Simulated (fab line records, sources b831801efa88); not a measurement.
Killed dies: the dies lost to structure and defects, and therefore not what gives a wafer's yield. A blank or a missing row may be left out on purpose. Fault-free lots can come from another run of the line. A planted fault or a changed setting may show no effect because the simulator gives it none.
Which tool was responsible? + flow sky130 + 6 lots (18 wafers sampled), 1 step of a 708-step route

== WHAT EACH GAUGE READ, for each wafer ==
SKY_VIA3_RS_MEAS_22: measures by four-point-probe.
| lot  | measured     | on            | VIA3_W_RS (ohm/sq)   |
|------|--------------|---------------|----------------------|
| L947 | day 40 16:43 | film metro-03 | 0.2917 0.2905 0.2921 |
| L950 | day 41 20:52 | film metro-04 | 0.2943 0.2940 0.2946 |
| L954 | day 42 22:05 | film metro-01 | 0.2921 0.2926 0.2872 |
| L959 | day 44 17:20 | film metro-04 | 0.2912 0.2893 0.2884 |
| L961 | day 44 18:59 | film metro-03 | 0.2893 0.2952 0.2925 |
| L965 | day 45 19:23 | film metro-01 | 0.2920 0.2895 0.2920 |

== WHAT TOOL EACH LOT RAN ON (gives the tool, then ch and the chambers of the sampled wafers, and finally the start) ==
Record: no process step prior to these readings.

== THE ANSWER, worked out from the rows above alone ==
Rule: what is usual is taken from the lots themselves. Put in order of their means at a reading, lots are off if they are a third of the lots or fewer, leave a main group of 4 or more, and stand apart from it by a gap of 3 or more times the standard deviation of the main group's means; of several such gaps the widest counts. If all means in a main group match to the digits the tables above print for the reading, that group is not used. A lot without any number at a reading at which 4 lots or more have one is off too. Where the step has rows for the other lots, those lots are counted as sound.
None of the lots is off at any reading shown; this tells nothing.

== WHAT WAS PUT IN BY THE SIMULATOR ==
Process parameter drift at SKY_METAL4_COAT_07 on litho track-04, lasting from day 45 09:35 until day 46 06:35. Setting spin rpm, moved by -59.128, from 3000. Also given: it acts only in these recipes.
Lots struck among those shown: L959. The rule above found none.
